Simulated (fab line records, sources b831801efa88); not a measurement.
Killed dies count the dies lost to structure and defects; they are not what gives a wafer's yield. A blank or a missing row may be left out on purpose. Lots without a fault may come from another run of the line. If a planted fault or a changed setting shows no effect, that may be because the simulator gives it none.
A struck lot beside a sound one    flow gf180mcu    16 out of 602 route steps
Sound: wafers L568.1, L568.2, L568.3. Struck: wafer L579.3 (left out: L579.1, L579.4 of the same lot, which were not struck); the cause appears at the end.
Each step with rows lists, per side, the tool, then ch with its chambers, then its first start. Under that, the readings that differ: sound wafers    struck wafers    difference of the means    sigmas: that difference in standard deviations of wafers without a fault.
alike: readings with means less than 2 such deviations apart, plus words and numbers identical on both sides. not compared: withheld readings, readings lacking a value on some wafer, bounds such as >300 that could conceal the same value, and numbers that have no deviation in the record and whose values overlap.
Wherever a step has rows on one side only, a row that says differs or no value, or a row with sigmas, the two part there. Numbers that don't overlap but have no deviation are shown without sigmas and don't part them. A reading missing from all wafers of one side parts the sides only when that side holds two or more wafers.

first, 9 steps without rows for these wafers: GF_MIM_STRIP_21 (strips in post etch residue remover, time 1200 s); GF_MIM_CLEAN_22 (cleans in DIW); GF_M5_DEHYDRATE_00 (time 60 s); GF_M5_HMDS_01 (prime time 60 s); GF_M5_COAT_02 (resist thk 1000 nm); GF_M5_SOFTBAKE_03 (time 60 s); GF_M5_EXPOSE_04 (exposes mask Metal5, target cd 280 nm); GF_M5_PEB_05 (peb time 90 s); GF_M5_DEVELOP_06 (develop time 60 s).
GF_M5_CD_MEAS_07: target cd 280 nm.
  sound: cdSem-01 at day 27 13:08; struck: cdSem-02 at day 30 21:14
reading    sound              struck  difference  sigmas
cdNm (nm)  278.8 278.9 278.7  282.0   +3.2        +3
GF_M5_OVL_MEAS_08:
  sound: overlay-01 at day 27 13:15; struck: overlay-02 at day 30 21:22
reading      sound  struck  difference  sigmas
M5_OVL (nm)  5 1 5  -7      -11         -2
GF_M5_ETCH_09: etches Si3N4 in CF4/O2, target depth 52 nm, time 11.6 s.
  sound on rieDiel-04 ch 0,1,2, day 27 13:17; struck on rieDiel-01 ch 2, day 30 21:23
reading                   sound              struck  difference  sigmas
drypumpMotorCurrentA (A)  4.9 5.1 5.6        6.8     +1.6        +3
oesProductAu (a.u.)       0.999 0.995 0.984  1.011   +0.018      +2
  alike: throttleValvePct
  not compared: rfHoursCounterH
GF_M5_METAL_ETCH_10: etches the open film in Cl2/BCl3, stops on SiO2, target depth 627.5 nm, time 104.6 s.
  sound on rieMetal-02 ch 0,1, day 27 13:19; struck on rieMetal-04 ch 1, day 30 21:25
reading                             sound                 struck  difference  sigmas
oesProductAu (a.u.)                 0.967 0.981 0.972     0.917   -0.056      -10
runLengthS (s)                      133.2 132.8 133.2     141.6   +8.5        +23
throttleValvePct (%)                28.251 28.250 28.254  28.323  +0.071      +8
model.KrF_of_M5_COAT_02.thkNm (nm)  691.3 698.5 691.7     671.5   -22.3       
  alike: drypumpMotorCurrentA, mfcCl2Sccm
  not compared: rfHoursCounterH
GF_M5_STRIP_11: strips in O2/N2.
  sound on plasmaAsher-03 ch 0,1, day 27 13:25; struck on plasmaAsher-03 ch 1, day 30 21:32
reading                   sound           struck  difference  sigmas
stripTimeToEndpointS (s)  7.46 7.51 7.44  7.27    -0.20       -4
  alike: drypumpMotorCurrentA, heaterPowerW, oesProductAu
  not compared: rfHoursCounterH
then, 1 step without rows for these wafers: GF_M5_STRIP_12 (strips in post etch residue remover, time 1200 s).
GF_PASSIVATION_PROBE_99:
  the record holds rows for the sound wafers here (prober-01, day 30 06:51) but none for the struck ones

== WHERE THEY PART ==
Last at GF_PASSIVATION_PROBE_99 as far as this record goes, first at GF_M5_CD_MEAS_07.

WHY: whatever the simulator had introduced
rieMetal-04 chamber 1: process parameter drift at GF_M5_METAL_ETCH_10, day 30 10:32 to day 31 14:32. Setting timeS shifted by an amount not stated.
